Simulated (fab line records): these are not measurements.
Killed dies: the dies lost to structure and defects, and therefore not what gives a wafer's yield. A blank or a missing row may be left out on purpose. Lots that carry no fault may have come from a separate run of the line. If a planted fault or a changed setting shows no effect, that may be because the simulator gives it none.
Which tool did it? / flow gf180mcu / 39 wafers from 13 lots sampled at 4 of the route's 602 steps

WHAT EACH GAUGE READ, for each wafer
GF_STI_CD_MEAS_12: target cd 220 nm.
lot=L130; measured=day 2 05:52; on=cdSem-01; cdNm (nm)=220.5 218.6 219.1
lot=L131; measured=day 2 10:58; on=cdSem-02; cdNm (nm)=222.6 222.1 222.9
lot=L132; measured=day 2 16:25; on=cdSem-01; cdNm (nm)=220.9 219.9 220.0
lot=L133; measured=day 2 23:13; on=cdSem-01; cdNm (nm)=222.3 221.7 221.1
lot=L134; measured=day 3 03:50; on=cdSem-02; cdNm (nm)=218.9 220.7 219.9
lot=L135; measured=day 3 09:37; on=cdSem-01; cdNm (nm)=220.9 219.7 219.1
lot=L136; measured=day 3 16:19; on=cdSem-01; cdNm (nm)=220.8 220.2 221.5
lot=L138; measured=day 3 23:49; on=cdSem-01; cdNm (nm)=219.7 220.4 221.0
lot=L144; measured=day 5 06:43; on=cdSem-02; cdNm (nm)=219.9 219.5 220.5
lot=L149; measured=day 6 07:55; on=cdSem-02; cdNm (nm)=218.8 220.0 219.4
lot=L150; measured=day 6 13:58; on=cdSem-02; cdNm (nm)=221.3 219.7 220.4
lot=L151; measured=day 6 19:02; on=cdSem-02; cdNm (nm)=220.5 220.1 219.5
lot=L152; measured=day 6 23:37; on=cdSem-01; cdNm (nm)=220.1 219.7 220.3

GF_VT_IMPLANT_OVL_MEAS_07.
lot=L130; measured=day 5 20:37; on=overlay-02; VT_IMPLANT_OVL (nm)=-0.5 -0.4 1.2
lot=L131; measured=day 6 02:55; on=overlay-01; VT_IMPLANT_OVL (nm)=0.0 -0.3 0.8
lot=L132; measured=day 6 16:50; on=overlay-02; VT_IMPLANT_OVL (nm)=-0.7 -0.3 -0.6
lot=L133; measured=day 6 19:34; on=overlay-02; VT_IMPLANT_OVL (nm)=-1.6 0.3 0.9
lot=L134; measured=day 6 23:37; on=overlay-02; VT_IMPLANT_OVL (nm)=0.1 0.3 -1.4
lot=L135; measured=day 7 08:55; on=overlay-02; VT_IMPLANT_OVL (nm)=1.2 1.6 1.0
lot=L136; measured=day 7 12:22; on=overlay-02; VT_IMPLANT_OVL (nm)=-2.5 -0.3 -1.6
lot=L138; measured=day 7 20:58; on=overlay-01; VT_IMPLANT_OVL (nm)=0.4 0.8 2.8
lot=L144; measured=day 9 10:57; on=overlay-02; VT_IMPLANT_OVL (nm)=-1.7 1.1 -0.7
lot=L149; measured=day 10 16:42; on=overlay-02; VT_IMPLANT_OVL (nm)=-1.7 -0.5 -0.5
lot=L150; measured=day 11 01:09; on=overlay-02; VT_IMPLANT_OVL (nm)=-0.1 -2.1 0.1
lot=L151; measured=day 11 04:49; on=overlay-02; VT_IMPLANT_OVL (nm)=-0.7 0.7 1.4
lot=L152; measured=day 11 12:09; on=overlay-01; VT_IMPLANT_OVL (nm)=-0.9 1.7 1.8

GF_VT_IMPLANT_RS_MEAS_46: a four-point-probe measurement.
lot=L130; measured=day 7 19:55; on=filmMetro-01; MVSD_RS (ohm/sq)=458.5 458.2 459.2
lot=L131; measured=day 8 02:12; on=filmMetro-04; MVSD_RS (ohm/sq)=458.1 458.6 458.0
lot=L132; measured=day 8 17:19; on=filmMetro-04; MVSD_RS (ohm/sq)=457.1 457.4 458.2
lot=L133; measured=day 8 20:36; on=filmMetro-03; MVSD_RS (ohm/sq)=456.7 457.3 456.5
lot=L134; measured=day 9 01:19; on=filmMetro-04; MVSD_RS (ohm/sq)=456.7 457.7 459.6
lot=L135; measured=day 9 11:19; on=filmMetro-01; MVSD_RS (ohm/sq)=459.0 460.1 460.8
lot=L136; measured=day 9 15:09; on=filmMetro-03; MVSD_RS (ohm/sq)=456.4 457.4 455.6
lot=L138; measured=day 10 00:27; on=filmMetro-03; MVSD_RS (ohm/sq)=456.5 455.6 456.1
lot=L144; measured=day 11 17:24; on=filmMetro-01; MVSD_RS (ohm/sq)=459.4 458.3 459.4
lot=L149; measured=day 13 02:32; on=filmMetro-04; MVSD_RS (ohm/sq)=429.1 427.9 427.6
lot=L150; measured=day 13 12:06; on=filmMetro-04; MVSD_RS (ohm/sq)=427.3 426.6 426.9
lot=L151; measured=day 13 15:40; on=filmMetro-01; MVSD_RS (ohm/sq)=459.0 458.3 457.6
lot=L152; measured=day 13 23:36; on=filmMetro-01; MVSD_RS (ohm/sq)=458.8 457.4 458.7

EACH LOT AND THE TOOL THAT RAN IT (in order: tool; ch and the chambers of the sampled wafers; start)
lot=L130; GF_MVSD_IMPLANT_09=implanter-03 ch 0, day 4 16:06
lot=L131; GF_MVSD_IMPLANT_09=implanter-03 ch 0, day 4 21:11
lot=L132; GF_MVSD_IMPLANT_09=implanter-01 ch 0, day 5 10:46
lot=L133; GF_MVSD_IMPLANT_09=implanter-01 ch 0, day 5 13:30
lot=L134; GF_MVSD_IMPLANT_09=implanter-03 ch 0, day 5 17:46
lot=L135; GF_MVSD_IMPLANT_09=implanter-03 ch 0, day 6 01:52
lot=L136; GF_MVSD_IMPLANT_09=implanter-03 ch 0, day 6 05:44
lot=L138; GF_MVSD_IMPLANT_09=implanter-03 ch 0, day 6 14:11
lot=L144; GF_MVSD_IMPLANT_09=implanter-04 ch 0, day 8 01:59
lot=L149; GF_MVSD_IMPLANT_09=implanter-01 ch 0, day 9 05:29
lot=L150; GF_MVSD_IMPLANT_09=implanter-01 ch 0, day 9 13:02
lot=L151; GF_MVSD_IMPLANT_09=implanter-04 ch 0, day 9 16:52
lot=L152; GF_MVSD_IMPLANT_09=implanter-03 ch 0, day 9 23:35
- GF_MVSD_IMPLANT_09

WHAT THE TOOLS THEMSELVES READ (means of the sampled wafers that have a number; where no wafer has one, the mark that the record gives instead)
GF_MVSD_IMPLANT_09.
lot=L130 tool=implanter-03 doseIonsCm2=5.004e+12 faradayCurrentUA=27.8
lot=L131 tool=implanter-03 doseIonsCm2=5.001e+12 faradayCurrentUA=28.0
lot=L132 tool=implanter-01 doseIonsCm2=5.002e+12 faradayCurrentUA=28.5
lot=L133 tool=implanter-01 doseIonsCm2=5.004e+12 faradayCurrentUA=28.9
lot=L134 tool=implanter-03 doseIonsCm2=4.993e+12 faradayCurrentUA=28.4
lot=L135 tool=implanter-03 doseIonsCm2=5.002e+12 faradayCurrentUA=28.0
lot=L136 tool=implanter-03 doseIonsCm2=5.003e+12 faradayCurrentUA=28.9
lot=L138 tool=implanter-03 doseIonsCm2=5.000e+12 faradayCurrentUA=27.6
lot=L144 tool=implanter-04 doseIonsCm2=5.002e+12 faradayCurrentUA=28.0
lot=L149 tool=implanter-01 doseIonsCm2=7.478e+12 faradayCurrentUA=43.0
lot=L150 tool=implanter-01 doseIonsCm2=7.489e+12 faradayCurrentUA=42.7
lot=L151 tool=implanter-04 doseIonsCm2=4.998e+12 faradayCurrentUA=27.9
lot=L152 tool=implanter-03 doseIonsCm2=4.996e+12 faradayCurrentUA=28.0

THE ANSWER, worked out from the rows above alone
Rule: the usual values come from the lots themselves. Put in order of their means at a reading, lots are off if they are a third of the lots or fewer, leave a main group of 4 or more, and stand apart from it by a gap of 3 or more times the standard deviation of the main group's means; of several such gaps the widest counts. If all means in a main group match to the digits the tables above print for the reading, that group is not used. Also off: a lot with no number at a reading for which 4 or more lots have one. The other lots that the step has rows for count as sound. After the gauges, taken in route order, come the tools' own readings; for these a lot's mean is taken, as printed above. At the first step where some lot is off, the reading lying furthest off is the one used; lots without a number count as furthest.
Off: at GF_VT_IMPLANT_RS_MEAS_46 (MVSD_RS), L149, L150. For the main group the mean is 457.9 ohm/sq and the standard deviation 1.1.
A tool fits if, at a process step before that reading, it ran every lot that is off, and no sound lot after the first of them. The gauges at GF_VT_IMPLANT_RS_MEAS_46 aren't tried: what is off there is off at GF_MVSD_IMPLANT_09 too, on other tools, and a gauge's error can't cause that. One fits: implanter-01 at GF_MVSD_IMPLANT_09. Its last sound lot is L133 (day 5 13:30), its first lot that is off L149 (day 9 05:29): a fault that began between those two fits.
The tool's own readings at GF_MVSD_IMPLANT_09 bear it out: on the lots that are off they differ by more than 5 times the standard deviation of the sound lots' means. doseIonsCm2 reads 7.484e+12 there against 5.000e+12 on the sound lots; faradayCurrentUA reads 42.9 there against 28.2 on the sound lots.

WHAT THE SIMULATOR HAD PUT IN
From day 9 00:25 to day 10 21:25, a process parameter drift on implanter-01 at GF_MVSD_IMPLANT_09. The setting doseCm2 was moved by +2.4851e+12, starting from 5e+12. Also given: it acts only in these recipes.
Lots struck among those shown: L149, L150. The rule given above showed the same thing.
